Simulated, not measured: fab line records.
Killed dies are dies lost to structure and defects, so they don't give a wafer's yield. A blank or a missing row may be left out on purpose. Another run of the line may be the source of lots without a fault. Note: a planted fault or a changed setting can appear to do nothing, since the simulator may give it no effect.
A single fault, viewed from 2 desks + flow gf180mcu + each desk has only its own numbers; what lay behind them comes last

## THE METROLOGY DESK
What the gauges read, lot by lot, whatever tool the lot ran on: means of the sampled wafers that have a number. A lot is out of limits, marked OUT, if its mean lies more than 4 standard deviations from the usual mean; the brackets give that distance.
Columns: A = cdNm at GF_M3_CD_MEAS_14, usual 280.0 nm; B = M3_OVL at GF_M3_OVL_MEAS_15, usual -4 nm
| lot  | first seen here | A     | B   |
|------|-----------------|-------|-----|
| L512 | day 21 12:10    | 279.7 | -3  |
| L516 | day 23 00:31    | 280.7 | -5  |
| L517 | day 23 20:55    | 280.4 | -16 |
| L519 | day 24 05:33    | 279.9 | -7  |
| L520 | day 24 08:04    | 277.6 | -5  |
| L521 | day 24 23:42    | 281.0 | 1   |
| L524 | day 25 15:28    | 277.2 | -10 |
| L530 | day 27 16:50    | 278.8 | -5  |
| L531 | day 27 22:45    | 279.0 | 1   |
| L532 | day 28 04:29    | 280.6 | -4  |
| L533 | day 28 11:16    | 280.2 | -5  |
| L535 | day 29 01:01    | 280.0 | -2  |
This desk found nothing out of limits on any of the 12 lots.

## DESK OF THE TOOL OWNER: lithoTrack-01
The tool's own readings at GF_M3_PEB_12 (peb time 90 s): means of the sampled wafers that have a number, for each lot that ran on this tool. A lot is out of limits, marked OUT, if its mean lies more than 4 standard deviations from the usual mean; the brackets give that distance.
Columns: A = heaterPowerTotalW at GF_M3_PEB_12, usual 85.70 W; B = plateTempC at GF_M3_PEB_12, usual 134.99 C
| lot  | first seen here | A                | B                 |
|------|-----------------|------------------|-------------------|
| L516 | day 23 00:11    | 85.72            | 134.89            |
| L517 | day 23 20:34    | 85.63            | 135.01            |
| L520 | day 24 07:44    | 86.53 (+8.8) OUT | 136.30 (+9.3) OUT |
| L524 | day 25 15:07    | 86.67 (+10) OUT  | 136.09 (+7.9) OUT |
| L532 | day 28 04:09    | 85.55            | 134.87            |
| L535 | day 29 00:41    | 85.65            | 135.16            |
This desk finds L520, L524 out of limits, L520 being first, at day 24 07:44 (heaterPowerTotalW at GF_M3_PEB_12). L516, L517, L532, L535 stayed within limits.

## TAKEN TOGETHER
On L520, L524, at day 24 07:44, an alarm was possible from the tool owner's desk.
At the metrology desk, nothing out of limits was observed.
The metrology desk has L520, L524 on record, within its limits.
On lithoTrack-01, each named lot ran GF_M3_PEB_12.

## WHAT THE SIMULATOR HAD INSERTED
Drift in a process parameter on lithoTrack-01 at GF_M3_PEB_12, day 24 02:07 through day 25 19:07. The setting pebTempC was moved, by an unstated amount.
Struck lots among those shown: L520, L524.
Hours from the fault's start to each desk's first reading out of limits: the tool owner's desk, 6.
